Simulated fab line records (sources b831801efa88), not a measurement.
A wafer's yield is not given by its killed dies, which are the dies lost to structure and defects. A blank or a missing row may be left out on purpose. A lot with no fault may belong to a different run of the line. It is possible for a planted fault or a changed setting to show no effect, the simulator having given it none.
Matching of chambers | flow sfqLine | 3 sister chambers for SFQ_TRILAYER_I3_DEP_PECVD_081 on pecvd-01
The step deposits SiO2 from SiH4/N2O, time 111.11 s, target thk 500 nm. 3 wafers are shown with their chamber, then 7 later ones without.

== EACH WAFER AND ITS CHAMBER ==
wafer  | chamber | throttleValvePct (%)
L294.4 | 1       | 23.5
L295.4 | 2       | 25.0
L295.5 | 0       | 28.3

== WAFERS WITH NO CHAMBER GIVEN ==
wafer  | throttleValvePct (%)
L295.6 | 23.5
L296.1 | 28.3
L296.2 | 23.8
L296.6 | 28.0
L299.4 | 23.5
L299.5 | 25.3
L299.6 | 28.0

== WHICH CHAMBER EACH ONE RAN IN ==
wafer  | from the rows above | in truth
L295.6 | 1                   | 1
L296.1 | 0                   | 0
L296.2 | 1                   | 1
L296.6 | 0                   | 0
L299.4 | 1                   | 1
L299.5 | 2                   | 2
L299.6 | 0                   | 0
Correctly placed: 7 of 7. Left unplaced by these rows: 0. 0 placed wrongly.
How it was worked out, from the rows above alone: a wafer's distance from a chamber is the root of the sum, over the readings, of the square of ((its reading less the chamber's mean) divided by the reading's scatter). The wafer belongs to the nearest chamber; if the next one is less than 2 further off, it can't be placed. The mean given for a chamber averages the wafers shown for that chamber. The scatter (one wafer shown for each chamber): square how far every hidden wafer sits from the nearest shown wafer, average those squares and take the square root.
